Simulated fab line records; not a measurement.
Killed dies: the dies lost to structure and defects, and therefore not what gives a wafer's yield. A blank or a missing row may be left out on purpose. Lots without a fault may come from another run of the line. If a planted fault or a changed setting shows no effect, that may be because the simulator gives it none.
fab line records	flow sfq-line	part 1 of 2: steps 1 to 25 of 37
record: lots: 5	wafers: 15	last-day: 86
route steps=325 shown M3@122 I3@133 M4@148
lots with no fault: from the same line, run without faults
start-h: the number of hours between the record's first day and the start of the first shown wafer of the lot	wait-h: how many hours have passed since the lot's step before this one	" repeats the value in the row above	L1.1+2: a row that stands for several wafers	- value missing, or start not given	* or withheld: withheld	< > ~ a bound
route shown NAME@n: NAME is a module with steps in the file, n the number in the route of the first one	usual: the fault-free wafers' mean and standard deviation	same: alike in all rows	chamber/n: place in a boat	sites: the reading at each site	_std_site: their standard deviation	_edge_site: the outer-site mean with the inner-site mean subtracted	radius-mm: how far each site lies from the wafer's centre	mask NAME#n: copy n	behind: the tool/chamber that last shaped the wafer	hold: reason for holding the lot/hours on hold/outcome of the hold	device: the n, p or np transistor that did not switch	end of line: at the end of the route, the tests of the same wafers	a step given without rows: its recipe and nothing more	killed: not the wafer's yield, but the dies lost to structure and defects at the first sort	map: a wafer's dies, marking killed ones x, the rest . and places with no die _
set.NAME: the setting that was run; set.NAME@STEP: the one run at that earlier step	model.NAME: the simulator's own value behind a step, which no gauge read
lots at some steps of the route; a table a step, a row a wafer
services: the hour from which a tool's chamber was out of use, counted from the record's first day as start-h (under 0 if before that day), plus the number of hours and why
== steps ==
step: SFQ_TRILAYER_M3_LITHO_COAT_080
recipe: resist: BARC	spin-rpm: 3000	resist-thk-nm: 62
usual: spin-speed-rpm: 2999.8/2
lot.wafer	tool	chamber	start-h	wait-h	spin-speed-rpm
L084.2	litho-track-02	0	965.82	0.1	3002.3
L084.5	"	0	"	"	3001.2
L084.6	"	0	"	"	3000.9
L086.1	litho-track-01	0	984.97	0.1	2997.9
L086.4	"	0	"	"	3000.5
L086.6	"	0	"	"	3001.8
L088.1	litho-track-01	0	990.37	0.1	2998.8
L088.2	"	0	"	"	2994.9
L088.5	"	0	"	"	2996.8
L092.2	litho-track-03	0	1032.18	0.1	3001.0
L092.3	"	0	"	"	3000.1
L092.6	"	0	"	"	2997.7
L096.1	litho-track-02	0	1069.43	0.1	3001.2
L096.3	"	0	"	"	3000.6
L096.5	"	0	"	"	3000.0
step: SFQ_TRILAYER_M3_LITHO_COAT_075
recipe: resist: KrF	spin-rpm: 3000	resist-thk-nm: 600
usual: spin-speed-rpm: 3000.0/1.9
lot.wafer	tool	chamber	start-h	wait-h	spin-speed-rpm
L084.2	litho-track-02	0	966.12	0.2	2996.7
L084.5	"	0	"	"	3001.8
L084.6	"	0	"	"	3001.4
L086.1	litho-track-01	0	985.27	0.2	3000.9
L086.4	"	0	"	"	3001.7
L086.6	"	0	"	"	3001.4
L088.1	litho-track-01	0	990.67	0.2	3001.5
L088.2	"	0	"	"	3002.6
L088.5	"	0	"	"	3000.5
L092.2	litho-track-03	0	1032.48	0.2	2999.7
L092.3	"	0	"	"	3001.6
L092.6	"	0	"	"	2999.2
L096.1	litho-track-02	0	1069.73	0.2	2998.8
L096.3	"	0	"	"	3002.2
L096.5	"	0	"	"	2999.1
step: SFQ_TRILAYER_M3_LITHO_SOFTBAKE_079
recipe: temp-c: withheld	time-s: withheld	resist: KrF
lot.wafer	tool	chamber	start-h	wait-h
L084.2+5+6	litho-track-02	0	966.40	0.2
L086.1+4+6	litho-track-01	0	985.57	0.2
L088.1+2+5	litho-track-01	0	990.97	0.2
L092.2+3+6	litho-track-03	0	1032.76	0.2
L096.1+3+5	litho-track-02	0	1070.03	0.2
step: SFQ_TRILAYER_M3_LITHO_EXPOSE_076
recipe: mask-id: M3	na: 0.6	source-shape: conventional	sigma-outer: 0.65	target-cd-nm: 500	dose-mj: 14.4
lot.wafer	tool	chamber	start-h	wait-h	mask
L084.2+5+6	krf-scanner-02	0	1106.25	-	M3#0
L086.1+4+6	krf-scanner-01	0	1133.78	-	M3#0
L088.1+2+5	krf-scanner-01	0	1142.18	-	M3#0
L092.2+3+6	krf-scanner-02	0	1180.29	-	M3#0
L096.1+3+5	krf-scanner-01	0	1209.60	-	M3#0
step: SFQ_TRILAYER_M3_LITHO_PEB_078
recipe: peb-temp-c: 115	peb-time-s: 60	resist: KrF
lot.wafer	tool	chamber	start-h	wait-h
L084.2+5+6	litho-track-02	0	1107.28	0.8
L086.1+4+6	litho-track-01	0	1134.98	1.0
L088.1+2+5	litho-track-02	0	1143.38	1.0
L092.2+3+6	litho-track-01	0	1181.31	0.8
L096.1+3+5	litho-track-02	0	1210.80	1.0
step: SFQ_TRILAYER_M3_LITHO_DEVELOP_077
recipe: time-s: 60	resist: KrF
lot.wafer	tool	chamber	start-h	wait-h
L084.2+5+6	litho-track-02	0	1107.43	0.1
L086.1+4+6	litho-track-01	0	1135.13	0.1
L088.1+2+5	litho-track-02	0	1143.53	0.1
L092.2+3+6	litho-track-01	0	1181.46	0.1
L096.1+3+5	litho-track-02	0	1210.95	0.1
step: SFQ_M3_OVL_MEAS_921
usual: M3_OVL: 5/4.5
lot.wafer	tool	chamber	start-h	wait-h	M3_OVL[nm]
L084.2	overlay-02	-	1107.56	0.1	6
L084.5	"	-	"	"	4
L084.6	"	-	"	"	6
L086.1	overlay-02	-	1135.28	0.1	6
L086.4	"	-	"	"	9
L086.6	"	-	"	"	3
L088.1	overlay-02	-	1143.68	0.1	9
L088.2	"	-	"	"	7
L088.5	"	-	"	"	17
L092.2	overlay-02	-	1181.59	0.1	10
L092.3	"	-	"	"	5
L092.6	"	-	"	"	1
L096.1	overlay-01	-	1211.10	0.1	6
L096.3	"	-	"	"	1
L096.5	"	-	"	"	1
step: SFQ_TRILAYER_M3_BARC_OPEN_METAL_ETCH_100
recipe: mask-material: PR	chemistry: O2	target-depth-nm: 125	target: BARC	icp-w: 600	bias-w: 80	pressure-mtorr: 10	time-s: 41.7
usual: bias-w: 79.93/0.22	drypump-motor-current-A: 5.6/0.41	oes-product-au: 0.685/0.0043
lot.wafer	tool	chamber	start-h	wait-h	bias-w	drypump-motor-current-A	oes-product-au	rf-hours-counter-h
L084.2	rie-metal-01	1	1107.59	0.0	79.98	6.0	0.681	2
L084.5	"	1	"	"	79.81	6.0	0.691	-
L084.6	"	0	"	"	80.12	5.2	0.696	-
L086.1	rie-metal-01	0	1135.31	0.0	80.21	5.2	0.690	131
L086.4	"	0	"	"	80.08	5.2	0.690	-
L086.6	"	0	"	"	80.14	5.2	0.680	-
L088.1	rie-metal-01	0	1143.71	0.0	79.71	5.2	0.693	132
L088.2	"	1	"	"	80.16	6.0	0.687	6
L088.5	"	0	"	"	79.99	5.2	0.687	-
L092.2	rie-metal-01	1	1181.64	0.0	79.49	6.0	0.687	-
L092.3	"	1	"	"	79.61	6.0	0.679	-
L092.6	"	1	"	"	79.79	6.0	0.682	-
L096.1	rie-metal-03	0	1211.14	0.0	79.96	6.2	0.684	113
L096.3	"	0	"	"	79.81	6.1	0.683	-
L096.5	"	1	"	"	79.69	4.8	0.690	-
step: SFQ_TRILAYER_M3_ETCH_METAL_ETCH_078
recipe: target: Nb	stop-on: SiO2	mask-material: PR	chemistry: Cl2/Ar	target-depth-nm: 240	icp-w: 600	bias-w: 80	pressure-mtorr: 10	time-s: 120
usual: bias-w: 80.05/0.26	drypump-motor-current-A: 5.6/0.41	oes-product-au: 0.893/0.007
lot.wafer	tool	chamber	start-h	wait-h	bias-w	drypump-motor-current-A	oes-product-au	rf-hours-counter-h
L084.2	rie-metal-01	1	1107.65	0.0	79.87	6.0	0.892	2
L084.5	"	1	"	"	80.15	6.0	0.894	-
L084.6	"	0	"	"	80.03	5.2	0.894	-
L086.1	rie-metal-01	0	1135.37	0.0	80.00	5.2	0.894	131
L086.4	"	0	"	"	79.84	5.3	0.890	-
L086.6	"	0	"	"	80.06	5.2	0.889	-
L088.1	rie-metal-01	0	1143.77	0.0	79.98	5.2	0.893	132
L088.2	"	1	"	"	80.27	6.0	0.901	7
L088.5	"	0	"	"	80.01	5.2	0.903	-
L092.2	rie-metal-01	1	1181.78	0.1	79.86	6.0	0.898	-
L092.3	"	1	"	"	80.15	6.0	0.898	-
L092.6	"	1	"	"	79.93	6.0	0.898	-
L096.1	rie-metal-03	0	1211.20	0.0	79.99	6.1	0.889	113
L096.3	"	0	"	"	79.85	6.1	0.889	-
L096.5	"	1	"	"	80.32	4.8	0.889	-
step: SFQ_TRILAYER_M3_STRIP_STRIP_079
recipe: gas: O2	power-w: 200	platen-temp-c: 40	overash-fraction: 0.65	chemistry: O2	pressure-mtorr: 50
usual: drypump-motor-current-A: 5.6/0.41	oes-product-au: 1.000/0.0075
lot.wafer	tool	chamber	start-h	wait-h	drypump-motor-current-A	oes-product-au	rf-hours-counter-h
L084.2	rie-metal-01	1	1107.77	0.1	6.0	1.011	2
L084.5	"	1	"	"	6.0	1.003	-
L084.6	"	0	"	"	5.3	1.013	-
L086.1	rie-metal-01	0	1135.50	0.1	5.2	1.001	131
L086.4	"	0	"	"	5.2	1.009	-
L086.6	"	0	"	"	5.2	1.005	-
L088.1	rie-metal-01	0	1143.90	0.1	5.2	1.003	132
L088.2	"	1	"	"	6.0	1.001	7
L088.5	"	0	"	"	5.2	1.016	-
L092.2	rie-metal-01	1	1182.19	0.4	6.0	1.000	-
L092.3	"	1	"	"	5.9	1.001	-
L092.6	"	1	"	"	6.0	1.004	-
L096.1	rie-metal-03	0	1211.32	0.1	6.2	0.984	113
L096.3	"	0	"	"	6.1	0.991	-
L096.5	"	1	"	"	4.8	1.004	-
step: SFQ_TRILAYER_M3_STRIP_SOLV_CLEAN_080
recipe: chemistry: NMP	temp-c: 70	time-s: 600
usual: bath-guard-temp-C: 70.1/0.41	temp-c: 69.98/0.14
lot.wafer	tool	chamber	start-h	wait-h	bath-guard-temp-C	temp-c
L084.2	wet-bench-01	0	1108.37	0.4	70.2	69.84
L084.5	"	1	"	"	70.8	70.14
L084.6	"	3	"	"	70.5	70.24
L086.1	wet-bench-01	0	1136.10	0.4	70.2	69.89
L086.4	"	1	"	"	70.2	70.03
L086.6	"	6	"	"	70.3	70.39
L088.1	wet-bench-03	6	1144.50	0.4	69.6	69.92
L088.2	"	0	"	"	69.9	70.07
L088.5	"	5	"	"	70.6	69.85
L092.2	wet-bench-03	0	1183.19	0.8	69.6	69.84
L092.3	"	3	"	"	71.3	70.11
L092.6	"	6	"	"	69.8	69.87
L096.1	wet-bench-01	5	1211.92	0.4	70.2	69.83
L096.3	"	0	"	"	70.3	70.04
L096.5	"	7	"	"	69.8	69.87
step: SFQ_TRILAYER_I3_DEP_PECVD_081
recipe: material: SiO2	temp-c: 150	time-s: 111.11	pressure-torr: 2.4	rf-w: 183.3	precursor: SiH4/N2O	target-thk-nm: 500
usual: heater-power-w: 86/16	throttle-valve-pct: 24.8/1.5
lot.wafer	tool	chamber	start-h	wait-h	heater-power-w	throttle-valve-pct
L084.2	pecvd-02	0	1108.55	0.0	93	25.2
L084.5	"	2	"	"	66	24.7
L084.6	"	0	"	"	93	25.4
L086.1	pecvd-03	0	1136.27	0.0	66	24.5
L086.4	"	2	"	"	107	24.1
L086.6	"	1	"	"	64	27.5
L088.1	pecvd-03	1	1144.69	0.0	57	27.5
L088.2	"	0	"	"	70	24.7
L088.5	"	0	"	"	70	24.8
L092.2	pecvd-03	2	1183.37	0.0	120	24.3
L092.3	"	0	"	"	59	24.9
L092.6	"	0	"	"	64	24.9
L096.1	pecvd-03	1	1212.27	0.0	64	28.1
L096.3	"	0	"	"	65	24.8
L096.5	"	2	"	"	125	24.1
step: SFQ_TRILAYER_I3_CMP_CMP_082
recipe: material: SiO2	down-force-psi: 3	platen-rpm: 60	pad-velocity-m-s: 0.94248
usual: motor-current-A: 10.1/1	time-to-endpoint-s: 216/6.7
lot.wafer	tool	chamber	start-h	wait-h	motor-current-A	time-to-endpoint-s
L084.2	cmp-01	2	1109.62	1.0	9.0	205
L084.5	"	0	1110.62	2.0	9.6	219
L084.6	"	1	"	"	8.6	207
L086.1	cmp-02	1	1136.35	0.0	10.7	208
L086.4	"	0	1137.85	1.5	9.0	220
L086.6	"	2	1138.85	2.5	10.8	214
L088.2	cmp-02	3	1144.77	0.0	10.3	212
L088.1	"	2	1146.27	1.5	11.7	209
L088.5	"	3	"	"	10.6	223
L092.3	cmp-02	1	1183.44	0.0	10.7	209
L092.2	"	2	"	"	11.2	211
L092.6	"	1	1185.44	2.0	10.2	206
L096.1	cmp-02	1	1214.57	2.3	10.4	203
L096.3	"	3	1215.57	3.3	10.8	211
L096.5	"	2	1217.07	4.7	11.5	211
step: SFQ_I3_BOW_MEAS_922
recipe: mode: bow
usual: I3_BOW: 5/7.9
lot.wafer	tool	chamber	start-h	wait-h	I3_BOW[um]
L084.2	film-metro-01	-	1111.64	1.5	-5
L084.5	"	-	"	"	-10
L084.6	"	-	"	"	-3
L086.1	film-metro-02	-	1139.35	2.5	4
L086.4	"	-	"	"	1
L086.6	"	-	"	"	2
L088.1	film-metro-01	-	1147.77	1.0	5
L088.2	"	-	"	"	8
L088.5	"	-	"	"	1
L092.2	film-metro-01	-	1186.46	2.0	11
L092.3	"	-	"	"	1
L092.6	"	-	"	"	4
L096.1	film-metro-02	-	1217.57	2.5	-9
L096.3	"	-	"	"	7
L096.5	"	-	"	"	-7
step: SFQ_TRILAYER_I3_METRO_MEASURE_083
usual: thk-nm: 199.6/0.92
lot.wafer	tool	chamber	start-h	wait-h	thk-nm
L084.2	film-metro-01	-	1111.94	0.3	200.1
L084.5	"	-	"	"	199.1
L084.6	"	-	"	"	197.7
L086.1	film-metro-02	-	1139.47	0.1	199.2
L086.4	"	-	"	"	200.0
L086.6	"	-	"	"	198.8
L088.1	film-metro-01	-	1147.89	0.1	198.8
L088.2	"	-	"	"	198.6
L088.5	"	-	"	"	199.7
L092.2	film-metro-01	-	1186.76	0.3	200.3
L092.3	"	-	"	"	200.2
L092.6	"	-	"	"	201.6
L096.1	film-metro-02	-	1217.69	0.1	199.5
L096.3	"	-	"	"	199.2
L096.5	"	-	"	"	198.8
step: SFQ_TRILAYER_I3_VIA_LITHO_COAT_090
recipe: resist: BARC	spin-rpm: 3000	resist-thk-nm: 62
usual: spin-speed-rpm: 3000.3/2.3
lot.wafer	tool	chamber	start-h	wait-h	spin-speed-rpm
L084.2	litho-track-03	0	1112.99	0.8	3002.0
L084.5	"	0	"	"	2999.6
L084.6	"	0	"	"	3002.0
L086.1	litho-track-04	0	1140.67	1.0	3001.3
L086.4	"	0	"	"	3002.7
L086.6	"	0	"	"	3002.3
L088.1	litho-track-03	0	1149.09	1.0	3002.3
L088.2	"	0	"	"	2999.0
L088.5	"	0	"	"	2997.1
L092.2	litho-track-04	0	1187.81	0.8	2995.7
L092.3	"	0	"	"	2998.6
L092.6	"	0	"	"	2997.8
L096.1	litho-track-01	0	1218.89	1.0	3001.8
L096.3	"	0	"	"	2999.3
L096.5	"	0	"	"	3001.1
step: SFQ_TRILAYER_I3_VIA_LITHO_COAT_085
recipe: resist: KrF	spin-rpm: 3000	resist-thk-nm: 650
usual: spin-speed-rpm: 3000.3/2.1
lot.wafer	tool	chamber	start-h	wait-h	spin-speed-rpm
L084.2	litho-track-03	0	1113.29	0.2	3000.1
L084.5	"	0	"	"	3001.1
L084.6	"	0	"	"	3002.2
L086.1	litho-track-04	0	1140.97	0.2	3001.2
L086.4	"	0	"	"	2999.4
L086.6	"	0	"	"	3002.0
L088.1	litho-track-03	0	1149.39	0.2	3003.4
L088.2	"	0	"	"	3002.5
L088.5	"	0	"	"	2996.9
L092.2	litho-track-04	0	1188.11	0.2	2996.8
L092.3	"	0	"	"	3000.9
L092.6	"	0	"	"	3001.7
L096.1	litho-track-01	0	1219.19	0.2	3001.1
L096.3	"	0	"	"	3001.6
L096.5	"	0	"	"	2999.2
step: SFQ_TRILAYER_I3_VIA_LITHO_SOFTBAKE_089
recipe: temp-c: withheld	time-s: withheld	resist: KrF
lot.wafer	tool	chamber	start-h	wait-h
L084.2+5+6	litho-track-03	0	1113.57	0.2
L086.1+4+6	litho-track-04	0	1141.27	0.2
L088.1+2+5	litho-track-03	0	1149.69	0.2
L092.2+3+6	litho-track-04	0	1188.39	0.2
L096.1+3+5	litho-track-01	0	1219.49	0.2
step: SFQ_TRILAYER_I3_VIA_LITHO_EXPOSE_086
recipe: mask-id: I3	na: 0.6	source-shape: conventional	sigma-outer: 0.65	target-cd-nm: 500	dose-mj: 21.3
lot.wafer	tool	chamber	start-h	wait-h	mask
L084.2+5+6	krf-scanner-02	0	1119.00	-	I3#0
L086.1+4+6	krf-scanner-02	0	1141.42	-	I3#0
L088.1+2+5	krf-scanner-02	0	1150.86	-	I3#0
L092.2+3+6	krf-scanner-02	0	1204.51	-	I3#0
L096.1+3+5	krf-scanner-02	0	1219.64	-	I3#0
step: SFQ_TRILAYER_I3_VIA_LITHO_PEB_088
recipe: peb-temp-c: 115	peb-time-s: 60	resist: KrF
lot.wafer	tool	chamber	start-h	wait-h
L084.2+5+6	litho-track-01	0	1120.03	0.8
L086.1+4+6	litho-track-03	0	1142.62	1.0
L088.1+2+5	litho-track-03	0	1152.06	1.0
L092.2+3+6	litho-track-03	0	1205.54	0.8
L096.1+3+5	litho-track-01	0	1220.84	1.0
step: SFQ_TRILAYER_I3_VIA_LITHO_DEVELOP_087
recipe: time-s: 60	resist: KrF
lot.wafer	tool	chamber	start-h	wait-h
L084.2+5+6	litho-track-01	0	1120.18	0.1
L086.1+4+6	litho-track-03	0	1142.77	0.1
L088.1+2+5	litho-track-03	0	1152.21	0.1
L092.2+3+6	litho-track-03	0	1205.69	0.1
L096.1+3+5	litho-track-01	0	1220.99	0.1
step: SFQ_I3_OVL_MEAS_923
usual: I3_OVL: -2/6.4
lot.wafer	tool	chamber	start-h	wait-h	I3_OVL[nm]
L084.2	overlay-02	-	1120.31	0.1	-5
L084.5	"	-	"	"	0
L084.6	"	-	"	"	-3
L086.1	overlay-01	-	1142.92	0.1	-9
L086.4	"	-	"	"	-2
L086.6	"	-	"	"	-4
L088.1	overlay-01	-	1152.36	0.1	-12
L088.2	"	-	"	"	-10
L088.5	"	-	"	"	-4
L092.2	overlay-02	-	1205.82	0.1	1
L092.3	"	-	"	"	0
L092.6	"	-	"	"	0
L096.1	overlay-01	-	1221.14	0.1	-10
L096.3	"	-	"	"	-3
L096.5	"	-	"	"	-8
step: SFQ_TRILAYER_I3_VIA_BARC_OPEN_VIA_ETCH_121
recipe: mask-material: PR	chemistry: O2	target-depth-nm: 125	target: BARC	source-w: 500	bias-w: 80	pressure-mtorr: 30	time-s: 41.7
usual: bias-w: 79.99/0.25	drypump-motor-current-A: 5.8/0.61	oes-product-au: 0.685/0.0044
lot.wafer	tool	chamber	start-h	wait-h	bias-w	drypump-motor-current-A	oes-product-au	rf-hours-counter-h
L084.2	rie-diel-03	0	1120.34	0.0	80.19	6.2	0.681	17
L084.5	"	0	"	"	80.18	6.2	0.684	-
L084.6	"	1	"	"	79.64	6.9	0.689	-
L086.1	rie-diel-03	0	1142.96	0.0	80.07	6.1	0.685	17
L086.4	"	3	"	"	80.11	5.8	0.684	6
L086.6	"	3	"	"	79.96	5.8	0.683	-
L088.1	rie-diel-03	0	1152.40	0.0	80.00	6.1	0.689	17
L088.2	"	2	"	"	80.07	6.4	0.675	5
L088.5	"	3	"	"	80.12	5.8	0.681	-
L092.2	rie-diel-03	0	1205.85	0.0	80.01	6.2	0.684	17
L092.3	"	2	"	"	80.05	6.4	0.683	6
L092.6	"	0	"	"	79.84	6.2	0.693	-
L096.1	rie-diel-01	2	1221.18	0.0	80.06	5.8	0.688	15
L096.3	"	1	"	"	79.84	4.9	0.691	16
L096.5	"	2	"	"	79.89	5.8	0.678	-
step: SFQ_TRILAYER_I3_VIA_ETCH_VIA_ETCH_088
recipe: target: SiO2	stop-on: Nb	mask-material: PR	taper-deg: 20	chemistry: CHF3	target-depth-nm: 260	source-w: 500	bias-w: 80	pressure-mtorr: 30	time-s: withheld
usual: bias-w: 79.99/0.24	drypump-motor-current-A: 5.8/0.61	oes-product-au: 0.853/0.0055
lot.wafer	tool	chamber	start-h	wait-h	bias-w	drypump-motor-current-A	oes-product-au
L084.2	rie-diel-03	0	1120.38	0.0	80.04	6.2	0.852
L084.5	"	0	"	"	80.30	6.1	0.852
L084.6	"	1	"	"	79.98	6.8	0.846
L086.1	rie-diel-03	0	1143.00	0.0	80.21	6.2	0.859
L086.4	"	3	"	"	79.99	5.8	0.848
L086.6	"	3	"	"	79.56	5.8	0.856
L088.1	rie-diel-03	0	1152.44	0.0	80.31	6.2	0.850
L088.2	"	2	"	"	79.89	6.4	0.850
L088.5	"	3	"	"	79.63	5.8	0.850
L092.2	rie-diel-03	0	1205.89	0.0	80.34	6.2	0.851
L092.3	"	2	"	"	80.11	6.4	0.850
L092.6	"	0	"	"	80.37	6.2	0.866
L096.1	rie-diel-01	2	1221.22	0.0	80.12	5.8	0.849
L096.3	"	1	"	"	79.87	4.9	0.862
L096.5	"	2	"	"	79.93	5.8	0.849
step: SFQ_TRILAYER_I3_VIA_STRIP_STRIP_089
recipe: gas: O2	power-w: 200	platen-temp-c: 40	overash-fraction: 0.65	chemistry: O2	pressure-mtorr: 50
usual: drypump-motor-current-A: 5.6/0.3	oes-product-au: 1.007/0.0071
lot.wafer	tool	chamber	start-h	wait-h	drypump-motor-current-A	oes-product-au	rf-hours-counter-h
L084.2	rie-metal-02	0	1120.49	-	5.6	0.999	117
L084.5	"	1	"	"	5.8	1.006	-
L084.6	"	0	"	"	5.6	1.004	-
L086.1	rie-metal-02	1	1143.11	-	5.8	1.006	38
L086.4	"	0	"	"	5.6	1.002	-
L086.6	"	0	"	"	5.6	1.001	-
L088.1	rie-metal-02	1	1152.55	-	5.8	1.012	40
L088.2	"	0	"	"	5.6	1.010	121
L088.5	"	1	"	"	5.8	1.014	-
L092.2	rie-metal-02	1	1206.20	-	5.8	1.018	-
L092.3	"	1	"	"	5.8	1.010	-
L092.6	"	1	"	"	5.8	1.009	-
L096.1	rie-metal-02	1	1221.33	-	5.8	1.012	54
L096.3	"	1	"	"	5.8	1.015	-
L096.5	"	1	"	"	5.7	1.020	-
